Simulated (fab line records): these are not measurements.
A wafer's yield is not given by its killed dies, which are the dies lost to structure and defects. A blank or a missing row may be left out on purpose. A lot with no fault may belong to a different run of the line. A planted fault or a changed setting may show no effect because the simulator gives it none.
Which tool is to blame? :: flow sky130 :: 45 wafers sampled from 15 lots at 1 step of a route of 708

WHAT EACH GAUGE READ, for each wafer
SKY_METAL1_CD_MEAS_15 targets a cd of 140 nm. Usual: cd-nm at 139.3 nm, with a standard deviation of 1.7.
lot: L343
measured: day 32 21:02
on: cd-sem-02
cd-nm (nm): 137.5 138.7 138.7
flag: 

lot: L344
measured: day 33 08:13
on: cd-sem-02
cd-nm (nm): 139.4 138.1 139.2
flag: 

lot: L346
measured: day 34 21:47
on: cd-sem-02
cd-nm (nm): 139.0 139.2 137.0
flag: 

lot: L347
measured: day 35 00:35
on: cd-sem-02
cd-nm (nm): 137.2 139.0 137.4
flag: 

lot: L348
measured: day 35 03:02
on: cd-sem-02
cd-nm (nm): 140.7 141.8 141.2
flag: 

lot: L355
measured: day 37 05:56
on: cd-sem-02
cd-nm (nm): 141.3 141.7 141.7
flag: 

lot: L356
measured: day 37 14:28
on: cd-sem-02
cd-nm (nm): 137.5 137.4 137.2
flag: 

lot: L357
measured: day 37 16:17
on: cd-sem-01
cd-nm (nm): 138.8 139.5 139.6
flag: 

lot: L359
measured: day 38 08:52
on: cd-sem-02
cd-nm (nm): 135.3 136.0 136.0
flag: 

lot: L360
measured: day 38 12:47
on: cd-sem-02
cd-nm (nm): 139.3 139.1 139.0
flag: 

lot: L361
measured: day 38 16:59
on: cd-sem-02
cd-nm (nm): 139.7 139.4 138.1
flag: 

lot: L362
measured: day 39 08:01
on: cd-sem-01
cd-nm (nm): 138.5 136.6 137.9
flag: 

lot: L363
measured: day 39 13:49
on: cd-sem-01
cd-nm (nm): 139.5 139.3 139.9
flag: 

lot: L364
measured: day 39 21:15
on: cd-sem-02
cd-nm (nm): 141.1 140.6 140.7
flag: 

lot: L365
measured: day 40 07:18
on: cd-sem-01
cd-nm (nm): 139.1 140.7 138.0
flag: 

WHAT TOOL EACH LOT RAN ON (gives the tool, then ch and the chambers of the sampled wafers, and finally the start)
The record shows no process step preceding these readings.

AS READ BY THE TOOLS THEMSELVES (means over the sampled wafers that have a number; for cases with no such wafer, the mark the record gives instead)
The record holds no such reading with a usual standard deviation.

THE ANSWER, worked out from the rows above alone
Rule: a lot is off if the mean of its wafers that have a number lies more than 3 standard deviations from the usual mean. Also off: a lot with no number at a reading for which 4 or more lots have one. Where the step has rows for the other lots, those lots are counted as sound. After the gauges, taken in route order, come the tools' own readings; for these a lot's mean is taken, as printed above. The first step at which some lot is off is used, and at that step the reading that is off furthest; a lot without a number counts as furthest.
Across all readings shown, no lot is off: no conclusion can be drawn from this.

WHAT WAS PUT IN BY THE SIMULATOR
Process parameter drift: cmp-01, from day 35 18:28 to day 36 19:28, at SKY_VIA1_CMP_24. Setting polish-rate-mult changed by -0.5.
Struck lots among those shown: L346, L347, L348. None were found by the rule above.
